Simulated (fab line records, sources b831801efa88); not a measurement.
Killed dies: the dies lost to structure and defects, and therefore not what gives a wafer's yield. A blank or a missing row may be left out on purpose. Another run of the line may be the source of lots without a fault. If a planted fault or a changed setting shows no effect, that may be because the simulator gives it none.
Which tool is to blame? | flow gf180mcu | 21 wafers from 7 lots sampled at 3 of the route's 602 steps

## WHAT THE GAUGES SHOWED, per wafer
GF_MIM_THK_MEAS_06.
lot  | measured     | on            | MIM_CVD_05_THK (nm)
L840 | day 24 02:33 | film metro-02 | 41.5 42.4 42.5
L841 | day 25 08:23 | film metro-02 | 40.9 42.8 42.1
L844 | day 26 00:32 | film metro-03 | 40.6 41.3 42.4
L846 | day 26 21:49 | film metro-01 | 40.9 42.1 42.2
L849 | day 27 04:40 | film metro-03 | 41.7 41.1 41.8
L851 | day 27 23:44 | film metro-03 | 41.1 41.1 41.3
L862 | day 31 02:24 | film metro-03 | 41.4 41.5 42.5

## TOOL THAT RAN EACH LOT (tool first, then ch and the chambers of the sampled wafers, then the start)
lot  | GF_CONTACT_CVD_00                | GF_MIM_CVD_05
L840 | hdpcvd-02 ch 0,1, day 14 19:01   | pecvd-01 ch 0,1, day 24 02:31
L841 | hdpcvd-01 ch 1,2, day 15 20:50   | pecvd-04 ch 0,2, day 25 08:20
L844 | hdpcvd-02 ch 0,2, day 16 14:29   | pecvd-01 ch 0,2, day 26 00:30
L846 | hdpcvd-02 ch 0,2, day 17 14:23   | pecvd-01 ch 0,1,2, day 26 21:46
L849 | hdpcvd-01 ch 0,2, day 18 00:07   | pecvd-03 ch 0,2, day 27 04:37
L851 | hdpcvd-01 ch 0,1,2, day 18 19:50 | pecvd-04 ch 1,2, day 27 23:42
L862 | hdpcvd-01 ch 0,2, day 22 21:01   | pecvd-03 ch 1,2, day 31 02:22
- GF_CONTACT_CVD_00: deposits SiO2, target thk 300 nm, time 50 s.
- GF_MIM_CVD_05: deposits Si3N4, target thk 42 nm, time 29.086 s.

## THE ANSWER, worked out from the rows above alone
Rule: what is usual is taken from the lots themselves. The widest of any qualifying gaps counts: lots, ordered by their means at a reading, are off when they make up no more than a third of the lots, leave a main group of 4 or more, and stand apart from it by 3 or more times the standard deviation of that group's means. A main group is skipped when, at the precision printed for the reading in the tables above, its means are all equal. Also off: a lot with no number at a reading for which 4 or more lots have one. Where the step has rows for the other lots, those lots are counted as sound.
Across all readings shown, no lot is off: no conclusion can be drawn from this.

## WHAT THE SIMULATOR HAD PUT IN
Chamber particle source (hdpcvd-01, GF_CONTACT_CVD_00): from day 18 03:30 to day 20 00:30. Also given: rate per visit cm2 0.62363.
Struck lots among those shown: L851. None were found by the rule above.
